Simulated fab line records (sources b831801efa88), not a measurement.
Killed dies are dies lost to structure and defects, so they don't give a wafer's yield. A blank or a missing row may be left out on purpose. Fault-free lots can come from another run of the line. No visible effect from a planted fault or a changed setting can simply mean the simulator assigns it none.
Struck lot and sound lot, side by side -- flow sky130 -- 36 steps out of a route of 708
Sound: wafers L962.1, L962.5, L962.6. Wafers L974.1, L974.4, L974.6 were the ones struck. The cause is named last.
For every step that has rows: the tool of each side, followed by ch and its chambers, followed by its first start. Under that, the readings that differ: sound wafers -- struck wafers -- difference of the means -- sigmas: that difference in standard deviations of wafers without a fault.
alike: same words and numbers on both sides, and readings whose means sit less than 2 such deviations apart. not compared: any withheld reading, any reading some wafer has no value for, any bound like >300 that may hide the same value, and any number with overlapping values for which the record gives no deviation.
The two part at a step that has a row with sigmas, a row that says differs or no value, or rows on one side only. Numbers that don't overlap but have no deviation are shown without sigmas and don't part them. A reading missing from all wafers of one side parts the sides only when that side holds two or more wafers.

first, 10 steps without rows for these wafers: SKY_GATE_OXIDE_COAT_05 (resist thk 1140 nm); SKY_GATE_OXIDE_SOFTBAKE_06 (time 60 s); SKY_GATE_OXIDE_EXPOSE_07 (exposes mask LVOM, target cd 600 nm); SKY_GATE_OXIDE_PEB_08; SKY_GATE_OXIDE_DEVELOP_09 (develop time 60 s); SKY_GATE_OXIDE_IMPLANT_11; SKY_GATE_OXIDE_WET_ETCH_12 (etches SiO2 in dHF, target depth 16.8 nm, time 336 s); SKY_GATE_OXIDE_STRIP_13 (strips in O2/N2); SKY_GATE_OXIDE_CLEAN_15 (cleans in SC1/SC2, time 150 s); SKY_GATE_OXIDE_OXIDATION_16 (stabilise 600 s, purge 300 s, target thk 3.57 nm).
SKY_POLY_GATE_CVD_00: deposits poly-Si, target thk 180 nm, time 720 s.
  sound on lpcvd-01 ch 0, day 13 07:57; struck on lpcvd-01 ch 1, day 18 06:22
reading,sound,struck,difference,sigmas
pressure mtorr (mTorr),200.2 200.1 200.0,99.5 99.6 99.4,-100.6,-99 or more
zone power upper pct (%),6.9 7.0 6.9,8.1 8.1 8.0,+1.1,+2
model.poly-Si_of_POLY_GATE_CVD_00.thk nm (nm),177.8 178.6 179.3,126.8 125.9 127,-52.0,
SKY_POLY_GATE_THK_MEAS_01:
  struck on film metro-03, day 18 08:10; sound on film metro-02, day 13 09:09
reading,sound,struck,difference,sigmas
POLY_GATE_CVD_00_THK (nm),177.8 178.7 179.2,126.9 126.0 127.0,-51.9,-27
then, 20 steps without rows for these wafers: SKY_RES_PROTECT_DEHYDRATE_00 (time 60 s); SKY_RES_PROTECT_HMDS_01 (prime time 60 s); SKY_RES_PROTECT_COAT_02 (resist thk 1140 nm); SKY_RES_PROTECT_SOFTBAKE_03 (time 60 s); SKY_RES_PROTECT_EXPOSE_04 (exposes mask RPM, target cd 1270 nm); SKY_RES_PROTECT_PEB_05; SKY_RES_PROTECT_DEVELOP_06 (develop time 60 s); SKY_POLY_GATE_IMPLANT_02; SKY_RES_PROTECT_STRIP_07 (strips in O2/N2); SKY_RES_PROTECT_CLEAN_09 (cleans in SC1/SC2, time 150 s); SKY_POLY_GATE_CVD_03 (deposits Si3N4 from DCS/NH3, target thk 75 nm, time 1290 s); SKY_POLY_GATE_DEHYDRATE_05 (time 60 s); SKY_POLY_GATE_HMDS_06 (prime time 60 s); SKY_POLY_GATE_COAT_07 (resist thk 108.9 nm); SKY_POLY_GATE_COAT_08 (resist thk 450 nm); SKY_POLY_GATE_SOFTBAKE_09 (time 90 s); SKY_POLY_GATE_EXPOSE_10 (exposes mask P1M, target cd 150 nm); SKY_POLY_GATE_PEB_11; SKY_POLY_GATE_DEVELOP_12 (develop time 60 s); SKY_POLY_GATE_ETCH_15 (etches BARC in N2/H2, stops on SiO2, time 118.5 s, target depth 110 nm).
-- the record jumps here: 3 days lie between the struck wafers' starts before and after --
SKY_POLY_GATE_ETCH_16: etches Si3N4 in CH3F/O2, stops on poly-Si, time 152.6 s, target depth 75 nm.
  sound on rie diel-02 ch 0,1, day 15 17:13; struck on rie diel-03 ch 1,2,3, day 20 22:33
reading,sound,struck,difference,sigmas
model.poly-Si_of_POLY_GATE_CVD_00.thk nm (nm),176.7 177.5 178.2,125.7 124.8 125.9,-52.0,
  alike: drypump motor current A, oes product au, throttle valve pct
  not compared: rf hours counter h
SKY_POLY_GATE_ETCH_17: etches poly-Si in HBr/Cl2, stops on SiO2, target depth 180 nm, time 70.5 s.
  sound on rie si-02 ch 0,1,3, day 15 17:19; struck on rie si-01 ch 0,1, day 20 22:39
reading,sound,struck,difference,sigmas
oes product au (a.u.),0.976 0.985 0.974,0.776 0.774 0.786,-0.200,-23
model.etch.depth nm (nm),175.1 177.5 176.2,125.7 124.8 125.9,-50.8,
model.POLY_GATE.feature depth nm (nm),175.1 177.5 176.2,125.7 124.8 125.9,-50.8,
  alike: drypump motor current A, throttle valve pct
  not compared: rf hours counter h
then, 1 step without rows for these wafers: SKY_POLY_GATE_STRIP_18 (strips in O2/N2).
-- the record jumps here: 28 days lie between the struck wafers' starts before and after (it left off in module POLY_GATE and takes up again in module PAD_OPEN, whose first step shown is number 708 of the route) --
SKY_PAD_OPEN_PROBE_99:
  struck on prober-02, day 48 17:41; sound on prober-01, day 45 10:05
reading,sound,struck,difference,sigmas
killed at other,0 0 0,2 2 1,+2,+3
model.etest.res xhigh po.line ohm um,5640 5774 6048,5476 5436 5318,-411,
model.etest.res high po.line ohm um,747.2 750.3 774.9,1003 956.2 964.3,+217,
model.etest.res xhigh po.rs ohm sq,1974 2013 2114,1890 1877 1885,-150,
model.etest.res poly.line ohm um,510.9 494.4 524.3,711.9 695 691.5,+189.6,
model.etest.tip sonos.rs ohm sq,2777 2695 2722,2486 2522 2514,-224,
model.etest.res high po.rs ohm sq,263.2 263.7 270.1,344.6 337.6 340.2,+75.1,
model.etest.licon high po.rc ohm,335 344.4 351.8,313.3 304.8 320.4,-30.9,
model.etest.res poly.rs ohm sq,48.78 48.47 49.39,65.28 65.79 65.12,+16.52,
  alike: killed_at_M0_to_M3, killed_at_M4_up, killed at contacts, killed at front end, killed dies, killed on rim, killed open, killed short

## WHERE THEY PART
At SKY_POLY_GATE_CVD_00 first; at SKY_PAD_OPEN_PROBE_99 last (within this record only).

WHY: whatever the simulator had introduced
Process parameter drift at SKY_POLY_GATE_CVD_00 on lpcvd-01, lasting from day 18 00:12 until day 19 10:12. A move of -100 in setting pressure mtorr, from 200.
